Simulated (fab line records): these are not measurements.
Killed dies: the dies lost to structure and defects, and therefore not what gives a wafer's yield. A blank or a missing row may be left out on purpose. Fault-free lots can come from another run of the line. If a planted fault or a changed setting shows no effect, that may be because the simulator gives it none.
Matching of chambers :: flow sky130 :: 4 sister chambers for SKY_FIELD_ISO_ETCH_17 on rieSi-01
The step etches Si in HBr/Cl2/O2, target depth 342 nm, time 97.7 s. 4 wafers are shown with their chamber, then 7 later ones without.

## WAFERS WITH THEIR CHAMBER
wafer: L185.2
chamber: 2
oesProductAu (a.u.): 1.005

wafer: L187.6
chamber: 0
oesProductAu (a.u.): 0.996

wafer: L189.3
chamber: 3
oesProductAu (a.u.): 1.005

wafer: L189.4
chamber: 1
oesProductAu (a.u.): 0.995

## WAFERS MISSING THEIR CHAMBER
wafer: L189.6
oesProductAu (a.u.): 1.000

wafer: L190.1
oesProductAu (a.u.): 0.997

wafer: L190.4
oesProductAu (a.u.): 1.004

wafer: L190.5
oesProductAu (a.u.): 1.002

wafer: L199.1
oesProductAu (a.u.): 1.004

wafer: L199.2
oesProductAu (a.u.): 0.993

wafer: L199.6
oesProductAu (a.u.): 0.999

## CHAMBER TAKEN BY EACH
wafer: L189.6
from the rows above: can't be placed: 0 or 2 or 3 or 1
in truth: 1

wafer: L190.1
from the rows above: can't be placed: 0 or 1
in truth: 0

wafer: L190.4
from the rows above: can't be placed: 2 or 3
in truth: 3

wafer: L190.5
from the rows above: can't be placed: 2 or 3 or 0 or 1
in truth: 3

wafer: L199.1
from the rows above: can't be placed: 2 or 3
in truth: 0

wafer: L199.2
from the rows above: can't be placed: 1 or 0
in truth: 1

wafer: L199.6
from the rows above: can't be placed: 0 or 1 or 2 or 3
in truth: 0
Placed correctly: 0 of 7. Not placeable from these rows: 7 (in 6, the candidates include the true chamber). Number placed wrongly: 0.
How it was worked out, from the rows above alone: a wafer's distance from a chamber is the root of the sum, over the readings, of the square of ((its reading less the chamber's mean) divided by the reading's scatter). The wafer belongs to the nearest chamber; if the next one is less than 2 further off, it can't be placed. For every chamber, the mean is computed from those of its wafers that are shown. The scatter: with one shown wafer a chamber, the root of the mean of the squares of how far each hidden wafer lies from its nearest shown one.
